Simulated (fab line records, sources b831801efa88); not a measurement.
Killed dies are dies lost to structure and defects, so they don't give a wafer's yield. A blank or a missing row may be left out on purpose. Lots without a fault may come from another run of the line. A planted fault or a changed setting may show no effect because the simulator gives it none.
fab line records | flow sky130
record lots=12 wafers=36 last_day=50
route steps=708 shown FIELD_ISO@17 PWDE@54 VT_ADJUST_LVTN@106 PAD_OPEN@708
lots that met no fault: from a run of the same line without faults
start_h: hours from the record's first day to the start of the lot's first wafer shown | wait_h: hours since the lot's step before | " the same as in the row above | L1.1+2: a row that stands for several wafers | - no value, or no start given | * or withheld: withheld | < > ~ a bound
route shown NAME@n: a module of which the file shows steps, and the number in the route of the first | usual: mean/standard deviation of fault-free wafers | same: alike in all rows | chamber/n: place in a boat | sites: the reading at each site | _std_site: their standard deviation | _edge_site: outer sites' mean less inner sites' | radius_mm: how far each site lies from the wafer's centre | mask NAME#n: copy n | behind: the tool/chamber that last shaped the wafer | hold: why the lot was held/for how many hours/how that ended | device: the transistor (n, p or np) that didn't switch | end of line: the same wafers' tests at the end of the route | a step without rows: its recipe alone | killed: dies lost to structure and defects at the first sort, not the wafer's yield | map: a wafer's dies, x killed, . not, _ none there
set.NAME: the setting as run; set.NAME@STEP: as run at that earlier step | model.NAME: the simulator's own value behind a step, which no gauge read
steps of the route over a sample of lots; a table a step, a row a wafer
services: from which hour (start_h, from the record's first day; less than 0 if before it) a tool's chamber was out of use, for how many hours, and why
## steps
# step SKY_FIELD_ISO_STRIP_16
# recipe chemistry=O2/N2 power_w=1400 pressure_mtorr=1500 platen_temp_c=withheld o2_flow_sccm=3000 n2_flow_sccm=300 overash_fraction=0.5
# usual chamber_pressure_mTorr=1499.7/1.3 drypump_motor_current_A=5.5/0.36 oes_product_au=0.377/0.0044 strip_time_to_endpoint_s=3.54/0.03
# columns lot.wafer tool chamber start_h wait_h chamber_pressure_mTorr drypump_motor_current_A oes_product_au rf_hours_counter_h strip_time_to_endpoint_s
L154.3 plasma_asher-04 1 33.49 0.1 1502.1 5.6 0.382 - 3.57
L154.5 " 0 " " 1499.2 6.1 0.374 - 3.57
L154.6 " 1 " " 1501.6 5.7 0.380 - 3.52
L156.2 plasma_asher-02 0 44.81 0.0 1500.3 5.7 0.377 36 3.51
L156.4 " 1 " " 1499.9 5.1 0.366 - 3.47
L156.6 " 1 " " 1496.8 5.1 0.376 - 3.52
L157.3 plasma_asher-02 0 49.59 0.1 1497.8 5.6 0.374 - 3.52
L157.4 " 1 " " 1498.8 5.1 0.371 - 3.55
L157.6 " 0 " " 1501.3 5.6 0.374 - 3.55
L159.1 plasma_asher-02 1 59.76 0.0 1498.6 5.2 0.382 38 3.56
L159.3 " 1 " " 1500.1 5.2 0.382 - 3.58
L159.6 " 0 " " 1499.6 5.7 0.382 - 3.53
L161.1 plasma_asher-04 1 72.26 0.0 - - - - -
L161.2 " 0 " " - - - - -
L161.4 " 0 " " - - - - -
L162.3 plasma_asher-02 1 78.00 0.1 - - - - -
L162.5 " 1 " " - - - - -
L162.6 " 0 " " - - - - -
L163.1 plasma_asher-04 1 81.86 0.0 - - - - -
L163.2 " 0 " " - - - - -
L163.5 " 0 " " - - - - -
L165.1 plasma_asher-04 0 91.57 0.0 1498.8 6.2 0.377 27 3.53
L165.4 " 1 " " 1500.7 5.6 0.383 - 3.50
L165.6 " 0 " " 1496.7 6.1 0.376 - 3.48
L171.1 plasma_asher-04 1 122.76 0.0 1502.1 5.7 0.380 31 3.56
L171.3 " 0 " " 1501.1 6.1 0.375 - 3.57
L171.4 " 1 " " 1501.1 5.6 0.367 - 3.57
L173.3 plasma_asher-04 1 133.59 0.1 1500.8 5.6 0.376 - 3.51
L173.4 " 0 " " 1499.7 6.1 0.372 - 3.51
L173.6 " 1 " " 1501.0 5.6 0.376 - 3.46
L174.1 plasma_asher-02 1 139.41 0.0 1497.9 5.1 0.378 46 3.59
L174.5 " 0 " " 1499.8 5.6 0.381 - 3.56
L174.6 " 1 " " 1500.2 5.2 0.374 - 3.56
L175.1 plasma_asher-02 0 143.06 0.0 1500.5 5.6 0.376 46 3.54
L175.2 " 1 " " 1499.1 5.1 0.381 46 3.53
L175.5 " 1 " " 1499.4 5.1 0.372 - 3.48
# step SKY_FIELD_ISO_ETCH_17
# recipe target_depth_a=3420 mask_material=Si3N4 chemistry=HBr/Cl2/O2 target=Si taper_deg=5 icp_w=600 bias_w=150 pressure_mtorr=15 HBr_flow_sccm=150 Cl2_flow_sccm=40 O2_flow_sccm=6 time_s=97.7
# usual drypump_motor_current_A=6.0/0.34 mfc_cl2_sccm=39.99/0.11 oes_product_au=1.002/0.0088 throttle_valve_pct=25.656/0.01
# columns lot.wafer tool chamber start_h wait_h drypump_motor_current_A mfc_cl2_sccm oes_product_au rf_hours_counter_h throttle_valve_pct
L154.3 rie_si-02 2 33.56 0.0 6.2 40.01 1.000 6 25.641
L154.5 " 0 " " 5.9 39.87 1.004 - 25.649
L154.6 " 1 " " 6.0 39.96 0.998 - 25.659
L156.2 rie_si-01 0 44.91 0.1 6.1 40.23 1.000 79 25.665
L156.4 " 1 " " 5.4 40.04 1.006 19 25.667
L156.6 " 0 " " 6.1 39.91 1.007 - 25.636
L157.3 rie_si-02 2 49.66 0.0 6.2 40.02 0.998 6 25.665
L157.4 " 3 " " 6.2 40.00 0.987 0 25.667
L157.6 " 3 " " 6.2 39.99 0.986 - 25.630
L159.1 rie_si-02 0 59.86 0.1 5.9 40.00 1.007 28 25.658
L159.3 " 2 " " 6.2 39.99 0.998 6 25.657
L159.6 " 2 " " 6.2 40.04 0.987 - 25.663
L161.1 rie_si-01 3 72.36 0.1 5.4 40.05 1.017 46 25.645
L161.2 " 2 " " 6.5 39.95 1.002 3 25.663
L161.4 " 1 " " 5.4 40.01 1.003 20 25.656
L162.3 rie_si-02 0 78.07 0.0 5.9 39.99 1.012 28 25.658
L162.5 " 0 " " 5.9 39.89 0.999 - 25.640
L162.6 " 3 " " 6.2 40.01 0.981 - 25.668
L163.1 rie_si-02 1 81.96 0.1 6.0 40.06 0.998 27 25.672
L163.2 " 3 " " 6.2 39.94 0.996 0 25.660
L163.5 " 2 " " 6.2 39.92 1.002 - 25.657
L165.1 rie_si-02 0 91.67 0.1 5.9 40.09 1.000 28 25.660
L165.4 " 2 " " 6.2 39.70 0.992 6 25.658
L165.6 " 2 " " 6.2 39.65 0.999 - 25.652
L171.1 rie_si-01 1 122.86 0.1 5.4 39.97 1.000 20 25.651
L171.3 " 3 " " 5.4 39.95 1.004 47 25.644
L171.4 " 2 " " 6.5 40.02 1.020 4 25.670
L173.3 rie_si-01 3 133.66 0.0 5.4 39.95 1.000 47 25.662
L173.4 " 2 " " 6.5 40.07 1.008 4 25.660
L173.6 " 3 " " 5.4 40.10 1.007 - 25.661
L174.1 rie_si-02 3 139.51 0.1 6.2 40.02 1.009 1 25.637
L174.5 " 1 " " 6.0 39.93 1.016 - 25.650
L174.6 " 0 " " 5.9 39.83 1.007 - 25.642
L175.1 rie_si-01 2 143.16 0.1 6.5 40.07 1.005 4 25.663
L175.2 " 1 " " 5.3 40.12 0.995 20 25.662
L175.5 " 3 " " 5.4 39.78 0.988 - 25.653
# step SKY_PWDE_STRIP_09
# recipe chemistry=O2/N2 power_w=1400 pressure_mtorr=1500 platen_temp_c=withheld o2_flow_sccm=3000 n2_flow_sccm=300 overash_fraction=0.5
# usual chamber_pressure_mTorr=1500.1/1.4 drypump_motor_current_A=5.45/0.3 oes_product_au=0.722/0.0048 strip_time_to_endpoint_s=36.85/0.12
# columns lot.wafer tool chamber start_h wait_h chamber_pressure_mTorr drypump_motor_current_A oes_product_au rf_hours_counter_h strip_time_to_endpoint_s
L154.3 plasma_asher-02 0 71.26 0.1 1501.2 5.65 0.725 - 37.18
L154.5 " 0 " " 1501.1 5.64 0.725 - 37.07
L154.6 " 1 " " 1502.1 5.17 0.720 - 37.05
L156.2 plasma_asher-01 0 88.66 0.1 1497.6 5.16 0.718 39 36.88
L156.4 " 0 " " 1498.6 5.15 0.720 - 36.79
L156.6 " 0 " " 1498.9 5.15 0.724 - 36.96
L157.3 plasma_asher-01 0 94.99 0.1 1499.7 5.14 0.725 - 36.73
L157.4 " 1 " " 1499.0 5.55 0.715 - 36.68
L157.6 " 0 " " 1500.4 5.14 0.725 - 36.88
L159.1 plasma_asher-01 0 104.81 0.1 1500.2 5.14 0.721 41 36.95
L159.3 " 1 " " 1500.3 5.55 0.720 - 36.93
L159.6 " 1 " " 1501.1 5.57 0.726 - 36.85
L165.1 plasma_asher-01 0 135.68 0.1 1500.0 5.14 0.717 44 36.92
L165.4 " 0 " " 1498.2 5.14 0.726 - 37.00
L165.6 " 1 " " 1501.6 5.55 0.722 - 36.88
L171.1 plasma_asher-02 0 168.68 0.1 1502.5 5.66 0.725 48 36.94
L171.3 " 0 " " 1499.0 5.66 0.724 - 36.94
L171.4 " 1 " " 1498.9 5.12 0.716 - 36.96
L173.3 plasma_asher-01 0 181.99 0.1 1499.6 5.14 0.724 - 36.78
L173.4 " 1 " " 1503.8 5.55 0.724 - 36.79
L173.6 " 1 " " 1498.0 5.55 0.723 - 36.69
L174.1 plasma_asher-02 1 187.43 0.1 1501.4 5.16 0.727 50 36.87
L174.5 " 1 " " 1498.7 5.13 0.716 - 36.88
L174.6 " 0 " " 1499.3 5.60 0.723 - 36.94
L175.1 plasma_asher-01 0 189.83 0.1 1500.2 5.15 0.724 50 36.80
L175.2 " 1 " " 1499.8 5.55 0.718 50 36.93
L175.5 " 0 " " 1500.7 5.14 0.723 - 36.90
# step SKY_VT_ADJUST_LVTN_STRIP_09
# recipe chemistry=O2/N2 power_w=1400 pressure_mtorr=1500 platen_temp_c=withheld o2_flow_sccm=3000 n2_flow_sccm=300 overash_fraction=0.5
# usual chamber_pressure_mTorr=1500.1/1.4 drypump_motor_current_A=5.5/0.39 oes_product_au=0.722/0.0046 strip_time_to_endpoint_s=36.88/0.11
# columns lot.wafer tool chamber start_h wait_h chamber_pressure_mTorr drypump_motor_current_A oes_product_au rf_hours_counter_h strip_time_to_endpoint_s
L154.3 plasma_asher-04 0 145.42 0.1 1500.7 6.1 0.725 - 36.72
L154.5 " 0 " " 1500.5 6.1 0.723 - 36.75
L154.6 " 1 " " 1500.1 5.7 0.717 - 36.87
L156.2 plasma_asher-04 1 164.26 0.1 1499.5 5.7 0.721 35 36.99
L156.4 " 0 " " 1498.8 6.1 0.733 - 37.08
L156.6 " 0 " " 1498.6 6.1 0.724 - 37.05
L157.3 plasma_asher-03 1 173.71 0.1 1497.8 5.0 0.723 - 36.97
L157.4 " 0 " " 1503.3 5.4 0.722 - 37.03
L157.6 " 1 " " 1502.5 4.9 0.723 - 37.01
L159.1 plasma_asher-03 1 184.43 0.1 1498.5 4.9 0.727 7 36.75
L159.3 " 0 " " 1501.9 5.4 0.712 - 36.81
L159.6 " 1 " " 1499.4 4.9 0.729 - 36.88
L165.1 plasma_asher-04 1 220.36 0.1 1500.6 5.7 0.722 40 36.73
L165.4 " 0 " " 1499.9 6.1 0.720 - 36.78
L165.6 " 0 " " 1501.7 6.1 0.720 - 36.81
L171.1 plasma_asher-01 0 256.83 0.1 1500.6 5.1 0.719 56 36.72
L171.3 " 0 " " 1502.3 5.1 0.722 - 36.73
L171.4 " 1 " " 1499.3 5.6 0.722 - 36.83
L173.3 plasma_asher-03 1 273.39 0.1 1503.0 5.0 0.719 - 36.79
L173.4 " 0 " " 1499.3 5.4 0.725 - 36.84
L173.6 " 0 " " 1497.6 5.5 0.718 - 36.82
L174.1 plasma_asher-04 0 279.23 0.1 1499.6 6.2 0.726 46 36.89
L174.5 " 1 " " 1498.9 5.7 0.727 - 37.01
L174.6 " 0 " " 1499.3 6.1 0.714 - 36.94
L175.1 plasma_asher-04 1 282.01 0.1 1500.4 5.7 0.724 46 36.91
L175.2 " 0 " " 1502.9 6.1 0.723 46 37.15
L175.5 " 1 " " 1500.4 5.7 0.714 - 36.95
# step SKY_PAD_OPEN_PROBE_99
# usual killed_at_M0_to_M3=43/6.5 killed_at_M4_up=3.5/1.9 killed_at_contacts=24/5.4 killed_at_front_end=16/4.8 killed_at_other=0.4/0.64 killed_dies=87/9.4 killed_on_rim=18/4.1 killed_open=47/7 killed_short=40/6.3
# same gross_dies=492 killed_at_back_side=0
# columns lot.wafer tool chamber start_h wait_h killed_at_M0_to_M3 killed_at_M4_up killed_at_contacts killed_at_front_end killed_at_other killed_dies killed_on_rim killed_open killed_short
L161.1 prober-01 - 1124.51 0.1 60 1 25 406 0 492 96 57 50
L161.2 prober-01 - 1124.56 0.1 53 4 33 402 0 492 96 60 51
L161.4 prober-01 - 1124.66 0.2 48 3 28 413 0 492 96 51 41
L162.3 prober-02 - 1126.91 0.2 58 1 24 408 1 492 96 55 50
L162.5 prober-02 - 1127.01 0.2 43 1 24 423 1 492 96 46 45
L162.6 prober-02 - 1127.06 0.2 47 3 30 412 0 492 96 54 45
L163.1 prober-01 - 1143.31 0.1 45 3 27 416 1 492 96 38 46
L163.2 prober-01 - 1143.36 0.1 44 5 27 415 1 492 96 45 40
L163.5 prober-01 - 1143.51 0.2 41 4 26 421 0 492 96 49 38
L171.1 prober-02 - 1174.59 0.1 41 2 20 12 0 75 9 41 33
L171.3 prober-02 - 1174.69 0.2 48 3 20 16 0 87 20 51 34
L171.4 prober-02 - 1174.74 0.2 42 2 25 20 0 89 22 46 41
# killed by level:class
L161.1 FIELD_ISO:area_oxidation=385 VIA1:geometric_particle:open=13 VIA2:geometric_particle:open=9 LI_CONTACT:geometric_particle:open=8 CONTACT:geometric_particle:open=8 METAL1:geometric_particle:short=8 VIA3:geometric_particle:open=7 FIELD_ISO:geometric_particle:open=6
L161.2 FIELD_ISO:area_oxidation=380 VIA1:geometric_particle:open=12 CONTACT:geometric_particle:open=10 METAL2:geometric_particle:short=9 LI_CONTACT:geometric_particle:open=9 VIA3:geometric_particle:open=8 CONTACT:geometric_particle:short=7 FIELD_ISO:geometric_particle:open=6
L161.4 FIELD_ISO:area_oxidation=400 VIA1:geometric_particle:open=13 LI_CONTACT:geometric_particle:open=10 VIA1:geometric_particle:short=8 VIA2:geometric_particle:open=8 VIA3:geometric_particle:open=7 CONTACT:geometric_particle:open=6 FIELD_ISO:geometric_particle:open=5
L162.3 FIELD_ISO:area_oxidation=386 VIA1:geometric_particle:open=15 CONTACT:geometric_particle:open=12 METAL2:geometric_particle:short=9 METAL1:geometric_particle:short=8 POLY_GATE:geometric_particle:short=6 VIA3:geometric_particle:open=6 LI_CONTACT:geometric_particle:open=5
L162.5 FIELD_ISO:area_oxidation=401 VIA1:geometric_particle:open=13 FIELD_ISO:geometric_particle:short=7 POLY_GATE:geometric_particle:short=7 CONTACT:geometric_particle:open=7 VIA1:geometric_particle:short=7 LI_CONTACT:geometric_particle:open=6 VIA2:geometric_particle:open=6
L162.6 FIELD_ISO:area_oxidation=391 VIA1:geometric_particle:open=12 CONTACT:geometric_particle:open=11 CONTACT:geometric_particle:short=9 METAL1:geometric_particle:short=6 METAL2:geometric_particle:short=6 FIELD_ISO:geometric_particle:open=5 LI_CONTACT:geometric_particle:open=5
L163.1 FIELD_ISO:area_oxidation=407 VIA1:geometric_particle:open=9 VIA2:geometric_particle:open=8 LOCAL_INTERCONNECT:geometric_particle:short=8 CONTACT:geometric_particle:open=6 VIA3:geometric_particle:open=6 FIELD_ISO:geometric_particle:short=5 LI_CONTACT:geometric_particle:open=5
L163.2 FIELD_ISO:area_oxidation=405 LI_CONTACT:geometric_particle:open=11 CONTACT:geometric_particle:open=10 VIA1:geometric_particle:open=7 METAL2:geometric_particle:short=7 VIA1:geometric_particle:short=6 VIA2:geometric_particle:open=5 METAL1:geometric_particle:short=5
L163.5 FIELD_ISO:area_oxidation=404 LI_CONTACT:geometric_particle:open=9 VIA2:geometric_particle:open=8 VIA1:geometric_particle:open=8 CONTACT:geometric_particle:open=7 FIELD_ISO:geometric_particle:short=5 CONTACT:geometric_particle:short=5 METAL2:geometric_particle:short=5
L171.1 CONTACT:geometric_particle:open=11 VIA2:geometric_particle:open=11 VIA3:geometric_particle:open=8 METAL1:geometric_particle:short=5 VIA1:geometric_particle:short=4 LI_CONTACT:geometric_particle:open=4 VIA3:geometric_particle:short=4 POLY_GATE:geometric_particle:short=3
L171.3 VIA1:geometric_particle:open=12 VIA2:geometric_particle:open=10 LI_CONTACT:geometric_particle:open=7 CONTACT:geometric_particle:open=6 VIA1:geometric_particle:short=6 POLY_GATE:geometric_particle:open=5 LI_CONTACT:geometric_particle:short=5 METAL1:geometric_particle:short=5
L171.4 VIA1:geometric_particle:open=13 CONTACT:geometric_particle:open=11 CONTACT:geometric_particle:short=7 VIA3:geometric_particle:open=7 FIELD_ISO:geometric_particle:open=6 POLY_GATE:geometric_particle:short=5 METAL1:geometric_particle:short=5 FIELD_ISO:geometric_particle:short=4
## services
# columns tool chamber start_h hours kind
rie_si-02 3 30.37 - clean
rie_si-02 3 30.37 16.7 scheduled_down
rie_si-02 3 30.37 16.7 vent_cycle
plasma_asher-01 - 67.37 2.0 repair
plasma_asher-03 - 102.17 2.3 repair
plasma_asher-03 - 108.75 9.0 pm
plasma_asher-03 0 108.75 9.0 vent_cycle
plasma_asher-03 1 108.75 9.0 vent_cycle
plasma_asher-03 0 117.75 - clean
plasma_asher-03 1 117.75 - clean
rie_si-02 0 161.84 35.1 repair
rie_si-01 3 168.02 6.8 repair
rie_si-01 - 186.63 2.8 pm
rie_si-01 1 209.49 2.4 repair
plasma_asher-04 - 223.91 1.5 repair
plasma_asher-01 - 249.75 5.9 repair
rie_si-02 - 251.38 2.8 pm
## key
first_sign step=SKY_FIELD_ISO_STRIP_16 reading=tool_record direction=missing
effect step=SKY_PAD_OPEN_PROBE_99 reading=killed_at_front_end direction=up sigmas=83 usual=16 struck=413
more_kills_born_at SKY_FIELD_ISO_OXIDATION_22@furnace-02=2381 SKY_FIELD_ISO_OXIDATION_22@furnace-01=1178
met_at SKY_FIELD_ISO_STRIP_16
struck_lots L161,L162,L163
later_rows_left_out L161.1,L161.2,L161.4,L162.3,L162.5,L162.6,L163.1,L163.2,L163.5
tester_left_out L161,L162,L163
not_acting_at SKY_FIELD_ISO_ETCH_17,SKY_PWDE_STRIP_09,SKY_VT_ADJUST_LVTN_STRIP_09
onset_between 59.76 72.26
fault kind=skipped_step_whole tool=plasma_asher-02,plasma_asher-04 chamber=- onset_h=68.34 steps=SKY_FIELD_ISO_STRIP_16 scope=struck_lots_only
# tester_left_out: of these lots the tester's yield and bins aren't shown, on N5 and GAA mostly nor the transistor test; their killed dies are dies lost to structure and defects alone, not to doping, threshold or leakage, so they don't give the yield
# later_rows_left_out: the simulator's readings of these wafers behind a module that went badly wrong aren't trusted and aren't shown, but for the sort
